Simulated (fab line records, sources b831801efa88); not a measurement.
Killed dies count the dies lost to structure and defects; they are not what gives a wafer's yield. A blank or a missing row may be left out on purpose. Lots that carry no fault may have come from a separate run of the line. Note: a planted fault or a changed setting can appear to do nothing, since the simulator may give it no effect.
fab line records | flow sky130
[record] lots = 6 wafers = 18 last-day = 50
route steps=708 shown VIA4@648 METAL5@661 PAD_OPEN@708
lots untouched by any fault: they come from a run of this same line in which no faults occurred
start-h: the number of hours between the record's first day and the start of the first shown wafer of the lot | wait-h: how many hours have passed since the lot's step before this one | " same as the row above | L1.1+2: a single row standing in for several wafers | - value missing, or start not given | * or withheld: withheld | < > ~ a bound
route shown NAME@n: a module of which the file shows steps, and the number in the route of the first | usual: average and standard deviation across the fault-free wafers | same: alike in all rows | chamber/n: place in a boat | sites: readings site by site | _std_site: how widely they spread, as a standard deviation | _edge_site: inner sites' mean taken away from outer sites' mean | radius-mm: how far each site lies from the wafer's centre | mask NAME#n: copy n | behind: the last tool/chamber to shape the wafer | hold: cause of the lot's hold/its duration in hours/its outcome | device: the transistor (n, p or np) that didn't switch | end of line: the tests these same wafers got at the end of their route | step lacking rows: just its recipe | killed: count of dies lost to structure and defects at first sort (not the wafer's yield) | map: a wafer's dies, marking killed ones x, the rest . and places with no die _
set.NAME: the setting as run; set.NAME@STEP: as run at that earlier step | model.NAME: the simulator's own value behind a step, which no gauge read
certain route steps with their lots: each step a table, each wafer a row
services: when a tool's chamber went out of use (start-h, in hours from the record's first day, below 0 if earlier), for how many hours, and the reason
[[steps]]
[step SKY_VIA4_PEB_09]
[recipe] temp-c = withheld time-s = * resist = NOVOLAK
[step SKY_VIA4_DEVELOP_10]
[recipe] resist = NOVOLAK developer = TMAH develop-time-s = 60 dev-temp-c = 23
[step SKY_VIA4_OVL_MEAS_11]
[usual] VIA4_OVL = -0.8/1.4
// columns lot.wafer tool chamber start-h wait-h VIA4_OVL[nm]
L422.1 overlay-01 - 1007.87 0.1 -1.8
L422.4 " - " " -2.8
L422.6 " - " " -2.9
L430.1 overlay-01 - 1065.21 0.1 -0.2
L430.3 " - " " -0.5
L430.4 " - " " -1.7
L431.3 overlay-02 - 1068.33 0.1 -3.5
L431.4 " - " " -0.6
L431.5 " - " " -1.5
L438.4 overlay-02 - 1112.44 0.1 -1.4
L438.5 " - " " -1.9
L438.6 " - " " -2.2
L440.3 overlay-02 - 1128.08 0.1 0.3
L440.4 " - " " 0.8
L440.6 " - " " 0.3
L442.1 overlay-02 - 1134.46 0.1 -0.3
L442.2 " - " " -1.3
L442.5 " - " " -2.5
[step SKY_VIA4_ETCH_12]
[recipe] target = SiO2 chemistry = C4F8/O2/Ar stop-on = TiN mask-material = NOVOLAK source-w = 1500 bias-w = 1200 pressure-mtorr = 40 c4f8-flow-sccm = withheld O2_flow_sccm = 6 Ar_flow_sccm = 300 time-s = withheld target-depth-a = 5800
[usual] oes-product-au = 0.926/0.0046
// columns lot.wafer tool chamber start-h wait-h oes-product-au
L422.1 rie-diel-04 2 1007.91 0.0 0.925
L422.4 " 1 " " 0.925
L422.6 " 2 " " 0.921
L430.1 rie-diel-01 0 1065.25 0.0 0.926
L430.3 " 2 " " 0.927
L430.4 " 3 " " 0.922
L431.3 rie-diel-01 2 1068.35 0.0 0.932
L431.4 " 1 " " 0.918
L431.5 " 1 " " 0.928
L438.4 rie-diel-01 2 1112.46 0.0 0.919
L438.5 " 1 " " 0.927
L438.6 " 2 " " 0.921
L440.3 rie-diel-02 2 1128.11 0.0 0.932
L440.4 " 0 " " 0.936
L440.6 " 2 " " 0.927
L442.1 rie-diel-02 2 1134.50 0.0 0.926
L442.2 " 0 " " 0.919
L442.5 " 3 " " 0.927
[step SKY_VIA4_STRIP_13]
[recipe] chemistry = O2/N2 power-w = 1400 pressure-mtorr = 1500 platen-temp-c = withheld o2-flow-sccm = 3000 n2-flow-sccm = 300 overash-fraction = 0.5
[usual] drypump-motor-current-A = 5.5/0.41 oes-product-au = 0.709/0.0046 strip-time-to-endpoint-s = 12.808/0.03
// columns lot.wafer tool chamber start-h wait-h drypump-motor-current-A oes-product-au rf-hours-counter-h strip-time-to-endpoint-s
L422.1 plasma-asher-01 1 1007.98 - 5.9 0.707 60 12.788
L422.4 " 0 " " 5.5 0.703 - 12.796
L422.6 " 0 " " 5.5 0.714 - 12.764
L430.1 plasma-asher-02 0 1065.32 - 6.2 0.710 94 12.775
L430.3 " 1 " " 5.2 0.709 - 12.791
L430.4 " 0 " " 6.3 0.704 - 12.803
L431.3 plasma-asher-01 0 1068.46 - 5.5 0.709 - 12.790
L431.4 " 1 " " 5.8 0.715 - 12.787
L431.5 " 1 " " 5.8 0.709 - 12.799
L438.4 plasma-asher-02 0 1112.57 - 6.2 0.717 - 12.805
L438.5 " 1 " " 5.1 0.704 - 12.813
L438.6 " 0 " " 6.2 0.699 - 12.828
L440.3 plasma-asher-01 0 1128.21 - 5.5 0.708 - 12.769
L440.4 " 1 " " 5.8 0.706 - 12.805
L440.6 " 1 " " 5.8 0.709 - 12.779
L442.1 plasma-asher-01 1 1134.57 - 5.9 0.697 73 12.839
L442.2 " 0 " " 5.5 0.707 73 12.822
L442.5 " 0 " " 5.5 0.706 - 12.768
[step SKY_VIA4_STRIP_14]
[recipe] chemistry = post-etch-residue-remover time-s = 1200 temp-c = 72.5
[step SKY_VIA4_CLEAN_15]
[recipe] chemistry = IPA time-s = 180 temp-c = 25
[step SKY_VIA4_CLEAN_16]
[recipe] chemistry = O3/DIW dry = n2-spin
[step SKY_VIA4_SPUTTER_17]
[recipe] material = TiN target-thk-nm = 20 chamber-pressure-pa = 5 power-w = 4000 time-s = 80
[usual] chamber-pressure-pa = 4.999/0.0098 throttle-valve-pct = 30.1/1
// columns lot.wafer tool chamber start-h wait-h chamber-pressure-pa throttle-valve-pct
L422.1 pvd-sputter-04 - 1008.58 0.0 5.002 28.9
L422.4 " - " " 5.000 30.6
L422.6 " - " " 4.991 29.0
L430.1 pvd-sputter-04 - 1065.91 0.0 5.013 29.5
L430.3 " - " " 5.018 28.7
L430.4 " - " " 5.002 30.6
L431.3 pvd-sputter-04 - 1069.01 0.0 4.989 29.0
L431.4 " - " " 5.002 30.6
L431.5 " - " " 4.985 29.3
L438.4 pvd-sputter-01 - 1113.36 0.0 5.018 30.5
L438.5 " - " " 4.998 30.2
L438.6 " - " " 5.009 29.9
L440.3 pvd-sputter-02 - 1128.81 0.0 5.000 30.8
L440.4 " - " " 4.997 29.6
L440.6 " - " " 4.998 30.4
L442.1 pvd-sputter-01 - 1135.27 0.0 4.991 30.3
L442.2 " - " " 5.002 29.9
L442.5 " - " " 4.998 29.9
[step SKY_VIA4_CVD_18]
[recipe] material = W target-thk-nm = 505 time-s = 152.14 temp-c = 400 pressure-torr = 40
[usual] heater-power-outer-w = 502/34 heater-power-w = 826/22
// columns lot.wafer tool chamber start-h wait-h heater-power-outer-w heater-power-w
L422.1 cvd-w-01 0 1008.64 0.0 468 876
L422.4 " 1 " " 523 860
L422.6 " 1 " " 514 865
L430.1 cvd-w-02 1 1065.97 0.0 540 816
L430.3 " 1 " " 542 813
L430.4 " 0 " " 454 799
L431.3 cvd-w-01 0 1069.18 0.1 477 826
L431.4 " 0 " " 468 845
L431.5 " 0 " " 464 822
L438.4 cvd-w-02 1 1113.48 0.1 524 816
L438.5 " 0 " " 453 818
L438.6 " 1 " " 542 818
L440.3 cvd-w-02 1 1128.92 0.1 544 813
L440.4 " 0 " " 454 799
L440.6 " 1 " " 541 811
L442.1 cvd-w-02 0 1135.33 0.0 466 781
L442.2 " 1 " " 531 840
L442.5 " 1 " " 543 813
[step SKY_VIA4_RS_MEAS_19]
[recipe] thk-meas-gauge = four-point-probe reads = W_of_VIA4_CVD_18+TiN_of_VIA4_SPUTTER_17
[usual] VIA4_W_RS = 0.2247/0.0025
// columns lot.wafer tool chamber start-h wait-h VIA4_W_RS[ohm/sq]
L422.1 film-metro-01 - 1008.79 0.1 0.2223
L422.4 " - " " 0.2267
L422.6 " - " " 0.2249
L430.1 film-metro-04 - 1066.17 0.1 0.2257
L430.3 " - " " 0.2238
L430.4 " - " " 0.2294
L431.3 film-metro-04 - 1069.42 0.2 0.2213
L431.4 " - " " 0.2202
L431.5 " - " " 0.2205
L438.4 film-metro-04 - 1113.64 0.1 0.2270
L438.5 " - " " 0.2292
L438.6 " - " " 0.2257
L440.3 film-metro-01 - 1129.06 0.1 0.2222
L440.4 " - " " 0.2215
L440.6 " - " " 0.2189
L442.1 film-metro-04 - 1135.49 0.1 0.2241
L442.2 " - " " 0.2230
L442.5 " - " " 0.2217
[step SKY_VIA4_THK_MEAS_20]
[recipe] thk-meas-gauge = xrf reads = W_of_VIA4_CVD_18
[usual] VIA4_W_THK = 518/6.3
// columns lot.wafer tool chamber start-h wait-h VIA4_W_THK[nm]
L422.1 film-metro-01 - 1008.91 0.1 523
L422.4 " - " " 511
L422.6 " - " " 519
L430.1 film-metro-04 - 1066.29 0.1 518
L430.3 " - " " 521
L430.4 " - " " 506
L431.3 film-metro-04 - 1069.52 0.1 524
L431.4 " - " " 526
L431.5 " - " " 525
L438.4 film-metro-04 - 1113.73 0.1 515
L438.5 " - " " 508
L438.6 " - " " 516
L440.3 film-metro-01 - 1129.16 0.1 528
L440.4 " - " " 528
L440.6 " - " " 531
L442.1 film-metro-04 - 1135.61 0.1 521
L442.2 " - " " 523
L442.5 " - " " 524
[step SKY_VIA4_CMP_21]
[recipe] stop-on = SiO2 t-overpolish-s = 25 down-force-psi = 3.5 platen-rpm = 60 target-thk-nm = 0 pad-velocity-m-s = 0.94248
[usual] motor-current-A = 10.0/0.91 overpolish-run-s = 25.001/0.0082 time-to-endpoint-s = 125/4.2
// columns lot.wafer tool chamber start-h wait-h motor-current-A overpolish-run-s time-to-endpoint-s
L422.1 cmp-01 2 1008.97 0.1 10.4 25.009 123
L422.4 " 3 " " 9.8 25.003 121
L422.6 " 2 " " 10.1 24.989 124
L430.4 cmp-01 0 1066.35 0.0 9.5 0.042 189
L430.3 " 1 " " 11.4 24.996 127
L430.1 " 2 " " 10.3 0.042 192
L431.3 cmp-01 2 1069.56 0.0 9.6 24.994 124
L431.4 " 0 " " 9.9 0.036 195
L431.5 " 2 " " 9.8 0.036 195
L438.4 cmp-02 2 1114.26 0.5 9.3 25.007 130
L438.6 " 1 " " 11.3 25.006 126
L438.5 " 2 " " 9.4 25.001 128
L440.3 cmp-02 3 1129.25 0.1 9.7 24.991 121
L440.4 " 1 " " 10.5 24.998 130
L440.6 " 3 " " 10.0 25.011 127
L442.2 cmp-02 2 1135.72 0.1 8.5 25.001 135
L442.1 " 3 " " 9.7 24.998 122
L442.5 " 2 " " 9.1 25.010 135
[step SKY_METAL5_SPUTTER_00]
[recipe] material = Ti target-thk-nm = 15 power-w = 3000 time-s = 10 chamber-pressure-pa = 0.4
[usual] chamber-pressure-pa = 0.4001/0.00082 throttle-valve-pct = 29.9/1.1
// columns lot.wafer tool chamber start-h wait-h chamber-pressure-pa throttle-valve-pct
L422.1 pvd-sputter-03 - 1009.27 0.2 0.3994 29.3
L422.4 " - " " 0.4001 30.0
L422.6 " - " " 0.3991 29.6
L430.3 pvd-sputter-04 - 1066.65 0.2 0.4007 29.5
L431.3 pvd-sputter-04 - 1069.86 0.2 0.4005 30.6
L438.4 pvd-sputter-02 - 1114.51 0.2 0.3999 30.0
L438.5 " - " " 0.3997 28.4
L438.6 " - " " 0.3988 30.8
L440.3 pvd-sputter-02 - 1129.50 0.2 0.4010 30.9
L440.4 " - " " 0.4026 30.1
L440.6 " - " " 0.3999 30.6
L442.1 pvd-sputter-03 - 1135.97 0.1 0.4011 30.8
L442.2 " - " " 0.4000 28.9
L442.5 " - " " 0.4009 29.1
[step SKY_PAD_OPEN_PROBE_99]
[usual] defect-limited-yield = 82.4/1.9 killed_at_M0_to_M3 = 44/7.5 killed_at_M4_up = 3.2/1.9 killed-at-contacts = 23/4.7 killed-at-front-end = 15/4.7 killed-at-other = 0.4/0.66 killed-dies = 87/9.3 killed-on-rim = 17/4.1 killed-open = 47/7.2 killed-short = 39/6.5 sort_bin_3_pad_short = 0.8/0.39 sort_bin_5_function = 10.5/1.4 sort_bin_6_memory = 6.3/1.2 sort-n-pass = 405/9.3 sort-yield-pct = 82.4/1.9
[same] gross-dies = 492 killed-at-back-side = 0 sort_bin_4_leakage[%] = 0 sort_bin_8_speed[%] = 0
// columns lot.wafer tool chamber start-h wait-h defect-limited-yield[%] killed_at_M0_to_M3 killed_at_M4_up killed-at-contacts killed-at-front-end killed-at-other killed-dies killed-on-rim killed-open killed-short sort_bin_3_pad_short[%] sort_bin_5_function[%] sort_bin_6_memory[%] sort-n-pass sort-yield-pct[%]
L430.1 prober-01 - 1132.50 0.1 0 42 409 19 21 1 492 96 42 47 82.7 12.4 4.9 0 0
L430.3 prober-01 - 1132.60 0.2 79.7 59 1 25 15 0 100 19 48 52 1.8 11.4 7.1 392 79.7
L430.4 prober-01 - 1132.65 0.2 0 49 408 22 13 0 492 96 43 41 84.6 10.6 4.9 0 0
L431.4 prober-02 - 1134.15 0.2 0 49 404 22 17 0 492 96 57 35 81.9 12.8 5.3 0 0
L431.5 prober-02 - 1134.20 0.2 0 53 406 18 15 0 492 96 60 26 83.3 10.8 5.9 0 0
L438.4 prober-02 - 1173.63 0.2 80.7 58 6 20 11 0 95 18 51 44 1.2 11.4 6.7 397 80.7
L438.5 prober-02 - 1173.68 0.2 81.9 42 2 27 18 0 89 15 56 32 0.6 10.0 7.5 403 81.9
L438.6 prober-02 - 1173.73 0.2 82.7 36 2 28 18 1 85 17 43 40 0.8 10.6 5.9 407 82.7
L440.3 prober-01 - 1185.49 0.2 79.3 53 2 31 16 0 102 21 56 45 1.0 13.2 6.5 390 79.3
L440.4 prober-01 - 1185.54 0.2 82.7 41 6 28 10 0 85 16 53 32 0.4 10.6 6.3 407 82.7
L440.6 prober-01 - 1185.64 0.2 82.1 34 3 24 27 0 88 21 49 39 0.6 11.8 5.5 404 82.1
L442.1 prober-01 - 1191.33 0.1 80.5 47 3 27 19 0 96 21 58 37 0.2 13.0 6.3 396 80.5
L442.2 prober-01 - 1191.38 0.1 81.7 57 4 19 9 1 90 18 49 41 1.0 11.2 6.1 402 81.7
L442.5 prober-01 - 1191.53 0.2 81.9 45 3 23 18 0 89 16 45 43 0.8 10.2 7.1 403 81.9
// killed by level:class
L430.1 VIA4:area-cmp=402 CONTACT:geometric-particle:open=8 VIA1:geometric-particle:short=8 VIA1:geometric-particle:open=7 POLY_GATE:geometric-particle:short=7 METAL4:geometric-particle:short=7 LI_CONTACT:geometric-particle:open=6 VIA2:geometric-particle:open=6
L430.3 VIA1:geometric-particle:open=13 VIA1:geometric-particle:short=8 METAL3:geometric-particle:short=7 METAL1:geometric-particle:short=6 LOCAL_INTERCONNECT:geometric-particle:short=6 CONTACT:geometric-particle:open=6 FIELD_ISO:geometric-particle:open=5 POLY_GATE:geometric-particle:open=5
L430.4 VIA4:area-cmp=407 VIA1:geometric-particle:open=13 VIA1:geometric-particle:short=9 CONTACT:geometric-particle:open=8 METAL1:geometric-particle:short=6 VIA3:geometric-particle:open=6 LI_CONTACT:geometric-particle:open=5 POLY_GATE:geometric-particle:short=4
L431.4 VIA4:area-cmp=400 VIA3:geometric-particle:open=13 VIA2:geometric-particle:open=9 CONTACT:geometric-particle:open=8 VIA1:geometric-particle:open=8 POLY_GATE:geometric-particle:short=5 LI_CONTACT:geometric-particle:open=5 METAL1:geometric-particle:short=5
L431.5 VIA4:area-cmp=405 VIA1:geometric-particle:open=17 VIA2:geometric-particle:open=9 CONTACT:geometric-particle:open=9 METAL1:geometric-particle:short=5 VIA3:geometric-particle:open=5 VIA1:geometric-particle:short=4 METAL1:geometric-particle:open=4
L438.4 VIA1:geometric-particle:open=11 CONTACT:geometric-particle:open=9 VIA2:geometric-particle:open=9 VIA3:geometric-particle:open=8 CONTACT:geometric-particle:short=6 VIA1:geometric-particle:short=6 METAL2:geometric-particle:short=6 METAL4:geometric-particle:short=5
L438.5 CONTACT:geometric-particle:open=16 VIA3:geometric-particle:open=8 VIA1:geometric-particle:open=8 LI_CONTACT:geometric-particle:open=7 METAL1:geometric-particle:short=7 POLY_GATE:geometric-particle:short=5 VIA1:geometric-particle:short=5 FIELD_ISO:geometric-particle:open=4
L438.6 VIA1:geometric-particle:open=10 CONTACT:geometric-particle:open=8 FIELD_ISO:geometric-particle:open=7 LOCAL_INTERCONNECT:geometric-particle:short=7 VIA3:geometric-particle:open=7 LI_CONTACT:geometric-particle:open=6 FIELD_ISO:geometric-particle:short=5 VIA1:geometric-particle:short=5
L440.3 VIA1:geometric-particle:open=13 LOCAL_INTERCONNECT:geometric-particle:short=9 VIA2:geometric-particle:open=9 LI_CONTACT:geometric-particle:open=8 CONTACT:geometric-particle:open=8 VIA1:geometric-particle:short=7 VIA2:geometric-particle:short=6 FIELD_ISO:geometric-particle:short=5
L440.4 CONTACT:geometric-particle:open=15 VIA1:geometric-particle:open=9 VIA1:geometric-particle:short=8 VIA2:geometric-particle:open=7 LI_CONTACT:geometric-particle:open=6 POLY_GATE:geometric-particle:open=5 LI_CONTACT:geometric-particle:short=3 VIA4:geometric-particle:open=3
L440.6 LI_CONTACT:geometric-particle:open=10 POLY_GATE:geometric-particle:open=9 VIA1:geometric-particle:open=9 FIELD_ISO:geometric-particle:short=6 FIELD_ISO:geometric-particle:open=6 CONTACT:geometric-particle:open=6 METAL1:geometric-particle:short=5 METAL2:geometric-particle:short=5
L442.1 CONTACT:geometric-particle:open=13 VIA3:geometric-particle:open=9 VIA2:geometric-particle:open=7 VIA1:geometric-particle:open=7 METAL1:geometric-particle:short=6 FIELD_ISO:geometric-particle:short=5 POLY_GATE:geometric-particle:open=4 SPACER:geometric-particle:short=4
L442.2 VIA1:geometric-particle:open=13 METAL1:geometric-particle:short=10 VIA3:geometric-particle:open=7 LI_CONTACT:geometric-particle:open=6 METAL2:geometric-particle:short=5 VIA2:geometric-particle:open=5 LI_CONTACT:geometric-particle:short=4 CONTACT:geometric-particle:short=4
L442.5 LI_CONTACT:geometric-particle:open=9 VIA1:geometric-particle:open=9 CONTACT:geometric-particle:open=7 METAL1:geometric-particle:short=5 VIA1:geometric-particle:short=5 METAL2:geometric-particle:short=5 FIELD_ISO:geometric-particle:open=4 VIA2:geometric-particle:short=4
// map L430.1 (x killed, . not)
__________xxxxxxxxxx_________
________xxxxxxxxxxxxxx_______
______xxxxxxxxxxxxxxxxxx_____
_____xxxxxxxxxxxxxxxxxxxx____
____xxxxxxxxxxxxxxxxxxxxxx___
___xxxxxxxxxxxxxxxxxxxxxxxx__
__xxxxxxxxxxxxxxxxxxxxxxxxxx_
_xxxxxxxxxxxxxxxxxxxxxxxxxxxx
_xxxxxxxxxxxxxxxxxxxxxxxxxxxx
_xxxxxxxxxxxxxxxxxxxxxxxxxxxx
_xxxxxxxxxxxxxxxxxxxxxxxxxxxx
_xxxxxxxxxxxxxxxxxxxxxxxxxxxx
_xxxxxxxxxxxxxxxxxxxxxxxxxxxx
_xxxxxxxxxxxxxxxxxxxxxxxxxxxx
_xxxxxxxxxxxxxxxxxxxxxxxxxxxx
__xxxxxxxxxxxxxxxxxxxxxxxxxx_
___xxxxxxxxxxxxxxxxxxxxxxxx__
____xxxxxxxxxxxxxxxxxxxxxx___
_____xxxxxxxxxxxxxxxxxxxx____
______xxxxxxxxxxxxxxxxxx_____
________xxxxxxxxxxxxxx_______
__________xxxxxxxxxx_________
// map L431.4 (x killed, . not)
__________xxxxxxxxxx_________
________xxxxxxxxxxxxxx_______
______xxxxxxxxxxxxxxxxxx_____
_____xxxxxxxxxxxxxxxxxxxx____
____xxxxxxxxxxxxxxxxxxxxxx___
___xxxxxxxxxxxxxxxxxxxxxxxx__
__xxxxxxxxxxxxxxxxxxxxxxxxxx_
_xxxxxxxxxxxxxxxxxxxxxxxxxxxx
_xxxxxxxxxxxxxxxxxxxxxxxxxxxx
_xxxxxxxxxxxxxxxxxxxxxxxxxxxx
_xxxxxxxxxxxxxxxxxxxxxxxxxxxx
_xxxxxxxxxxxxxxxxxxxxxxxxxxxx
_xxxxxxxxxxxxxxxxxxxxxxxxxxxx
_xxxxxxxxxxxxxxxxxxxxxxxxxxxx
_xxxxxxxxxxxxxxxxxxxxxxxxxxxx
__xxxxxxxxxxxxxxxxxxxxxxxxxx_
___xxxxxxxxxxxxxxxxxxxxxxxx__
____xxxxxxxxxxxxxxxxxxxxxx___
_____xxxxxxxxxxxxxxxxxxxx____
______xxxxxxxxxxxxxxxxxx_____
________xxxxxxxxxxxxxx_______
__________xxxxxxxxxx_________
[[services]]
// columns tool chamber start-h hours kind
cmp-01 - 987.58 1.1 repair
pvd-sputter-02 - 998.37 2.7 repair
pvd-sputter-02 - 999.21 5.1 repair
pvd-sputter-02 - 1000.78 9.7 repair
pvd-sputter-01 - 1003.60 7.8 repair
rie-diel-01 0 1008.08 9.8 repair
pvd-sputter-01 - 1009.42 1.0 repair
rie-diel-01 1 1009.95 2.3 repair
cmp-01 - 1019.55 2.6 repair
rie-diel-02 2 1020.36 8.5 repair
rie-diel-01 2 1038.91 6.5 repair
rie-diel-02 - 1046.35 0.5 repair
cmp-02 - 1051.79 0.3 repair
cvd-w-01 1 1068.63 4.9 repair
cmp-02 - 1070.05 4.0 pm
cvd-w-01 - 1075.81 0.6 repair
cvd-w-02 0 1080.18 20.6 repair
rie-diel-01 2 1087.09 2.1 repair
cmp-01 - 1095.65 4.8 pm
cmp-02 - 1100.64 0.6 repair
cmp-01 - 1111.16 7.6 pm
rie-diel-01 - 1114.64 28.1 pm
cvd-w-01 - 1128.74 0.5 repair
cmp-01 - 1134.87 1.6 repair
[[key]]
[first-sign] step = SKY_VIA4_CMP_21 reading = overpolish-run-s direction = down sigmas = 99+ usual = 25.001 struck = 0.039
[effect] step = SKY_VIA4_CMP_21 reading = time-to-endpoint-s direction = up sigmas = 16 usual = * struck = *
[effect] step = SKY_PAD_OPEN_PROBE_99 reading = sort_bin_3_pad_short direction = up sigmas = 99+ usual = 0.8 struck = 83.1
[more-kills-born-at] SKY_VIA4_CMP_21@cmp-01 = 1614
met-at SKY_VIA4_CMP_21
struck-wafers L430.1,L430.4,L431.4,L431.5
later-rows-left-out L430.1,L430.4,L431.4,L431.5
onset-between 1008.97 1066.35
[fault] kind = process-parameter-drift tool = cmp-01 chamber = - onset-h = 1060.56 steps = SKY_VIA4_CMP_21 channel = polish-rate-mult offset = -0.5 shape = step end-h = 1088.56 scope = struck-wafers-only
// later-rows-left-out: the simulator's readings of these wafers behind a module that went badly wrong aren't trusted and aren't shown, but for the sort
